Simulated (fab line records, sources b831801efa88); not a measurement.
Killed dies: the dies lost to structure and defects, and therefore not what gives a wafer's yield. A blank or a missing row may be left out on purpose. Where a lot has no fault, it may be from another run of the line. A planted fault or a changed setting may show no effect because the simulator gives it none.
A lot that was struck, set against a sound lot + flow sky130 + 22 steps out of a route of 708
Sound: the wafers L143.2, L143.3, L143.5. The struck wafers were L155.1, L155.2, L155.6. Last of all comes the cause.
Per side, at each step with rows, come the tool, then ch with its chambers, and then its first start. Under that, the readings that differ: sound wafers + struck wafers + difference of the means + sigmas: that difference in standard deviations of wafers without a fault.
alike: same words and numbers on both sides, and readings whose means sit less than 2 such deviations apart. not compared: any withheld reading, any reading some wafer has no value for, any bound like >300 that may hide the same value, and any number with overlapping values for which the record gives no deviation.
Wherever a step has rows on one side only, a row that says differs or no value, or a row with sigmas, the two part there. Numbers that have no deviation but don't overlap get no sigmas and don't part them. A reading missing from all wafers of one side parts the sides only when that side holds two or more wafers.

first, 2 steps without rows for these wafers: SKY_RES_PROTECT_DEVELOP_06 (develop time 60 s); SKY_POLY_GATE_IMPLANT_02.
SKY_RES_PROTECT_STRIP_07: strips in O2/N2.
  sound on plasmaAsher-02 ch 0,1, day 15 02:21; struck on plasmaAsher-01 ch 0,1, day 19 15:35
| reading                  | sound       | struck      | difference | sigmas |
|--------------------------|-------------|-------------|------------|--------|
| drypumpMotorCurrentA (A) | 5.7 4.9 4.9 | 6.3 6.1 6.3 | +1.1       | +2     |
  alike: oesProductAu, stripTimeToEndpointS
  not compared: rfHoursCounterH
SKY_RES_PROTECT_TW_MEAS_08:
  sound on filmMetro-02, day 15 02:28; struck on filmMetro-01, day 19 15:41
  alike: POLY_GATE_TW
then, 2 steps without rows for these wafers: SKY_RES_PROTECT_CLEAN_09 (cleans in SC1/SC2, time 150 s); SKY_POLY_GATE_CVD_03 (deposits Si3N4 from DCS/NH3, target thk 75 nm, time 1290 s).
SKY_POLY_GATE_THK_MEAS_04:
  sound on filmMetro-01, day 15 03:56; struck on filmMetro-04, day 19 17:10
  alike: POLY_GATE_CVD_03_THK
then, 5 steps without rows for these wafers: SKY_POLY_GATE_DEHYDRATE_05 (time 60 s); SKY_POLY_GATE_HMDS_06 (prime time 60 s); SKY_POLY_GATE_COAT_07 (resist thk 110 nm); SKY_POLY_GATE_COAT_08 (resist thk 450 nm); SKY_POLY_GATE_SOFTBAKE_09 (time 90 s).
SKY_POLY_GATE_EXPOSE_10: exposes mask P1M, target cd 150 nm.
  sound on krfScanner-01 ch 0, day 15 17:52; struck on krfScanner-01 ch 0, day 20 08:34
| reading | sound             | struck                     | difference | sigmas |
|---------|-------------------|----------------------------|------------|--------|
| mask    | P1M#0 P1M#0 P1M#0 | P1M_R1#0 P1M_R1#0 P1M_R1#0 | differs    |        |
  alike: reticleTempC
then, 2 steps without rows for these wafers: SKY_POLY_GATE_PEB_11; SKY_POLY_GATE_DEVELOP_12 (develop time 60 s).
SKY_POLY_GATE_CD_MEAS_13: the cd target is 150 nm.
  sound on cdSem-02, day 16 08:08; struck on cdSem-01, day 20 23:55
| reading   | sound             | struck            | difference | sigmas |
|-----------|-------------------|-------------------|------------|--------|
| cdNm (nm) | 148.2 148.1 148.2 | 172.4 171.4 171.5 | +23.6      | +16    |
SKY_POLY_GATE_OVL_MEAS_14:
  sound on overlay-01, day 16 08:14; struck on overlay-02, day 21 00:02
  alike: POLY_GATE_OVL
SKY_POLY_GATE_ETCH_15: etches BARC in N2/H2, stops on SiO2, time 118.5 s, target depth 110 nm.
  sound on rieDiel-01 ch 0,1,3, day 16 08:16; struck on rieDiel-01 ch 0,1,2, day 21 00:04
| reading                   | sound             | struck            | difference | sigmas |
|---------------------------|-------------------|-------------------|------------|--------|
| model.POLY_GATE.cdNm (nm) | 149.2 148.6 149.7 | 169.2 170.4 169.3 | +20.5      |        |
  alike: drypumpMotorCurrentA, oesProductAu, throttleValvePct
  not compared: rfHoursCounterH
SKY_POLY_GATE_ETCH_16: etches Si3N4 in CH3F/O2, stops on poly-Si, time 147.5 s, target depth 75 nm.
  sound on rieDiel-01 ch 0,1,3, day 16 08:22; struck on rieDiel-01 ch 0,1,2, day 21 00:08
| reading             | sound             | struck            | difference | sigmas |
|---------------------|-------------------|-------------------|------------|--------|
| oesProductAu (a.u.) | 0.646 0.645 0.644 | 0.634 0.633 0.628 | -0.013     | -2     |
  alike: drypumpMotorCurrentA, throttleValvePct
  not compared: rfHoursCounterH
SKY_POLY_GATE_ETCH_17: etches poly-Si in HBr/Cl2, stops on SiO2, target depth 180 nm, time 70.5 s.
  sound on rieSi-01 ch 0,1,3, day 16 08:27; struck on rieSi-02 ch 0,1,2, day 21 00:14
| reading                   | sound           | struck          | difference | sigmas |
|---------------------------|-----------------|-----------------|------------|--------|
| model.POLY_GATE.cdNm (nm) | 148 146.5 150.5 | 169.4 172.1 170 | +22.2      |        |
  alike: drypumpMotorCurrentA, oesProductAu, throttleValvePct
  not compared: rfHoursCounterH
SKY_POLY_GATE_STRIP_18: strips in O2/N2.
  sound on plasmaAsher-04 ch 0,1, day 16 08:31; struck on plasmaAsher-04 ch 0,1, day 21 00:18
  alike: drypumpMotorCurrentA, oesProductAu, stripTimeToEndpointS
  not compared: rfHoursCounterH
-- a jump in the record: the struck wafers' starts before and after are 28 days apart (it breaks off in module POLY_GATE and resumes in module PAD_OPEN, where the first step shown is number 708 of the route) --
SKY_PAD_OPEN_PROBE_99:
  sound on prober-02, day 45 14:32; struck on prober-02, day 48 19:25
| reading          | sound    | struck      | difference | sigmas |
|------------------|----------|-------------|------------|--------|
| killedAtFrontEnd | 15 11 17 | 40 91 58    | +49        | +11    |
| killedDies       | 76 84 82 | 110 157 127 | +51        | +5     |
  alike: killed_at_M0_to_M3, killed_at_M4_up, killedAtContacts, killedAtOther, killedOpen, killedShort

== WHERE THEY PART ==
At SKY_RES_PROTECT_STRIP_07 first; at SKY_PAD_OPEN_PROBE_99 last (within this record only).

WHY: what the simulator had put in
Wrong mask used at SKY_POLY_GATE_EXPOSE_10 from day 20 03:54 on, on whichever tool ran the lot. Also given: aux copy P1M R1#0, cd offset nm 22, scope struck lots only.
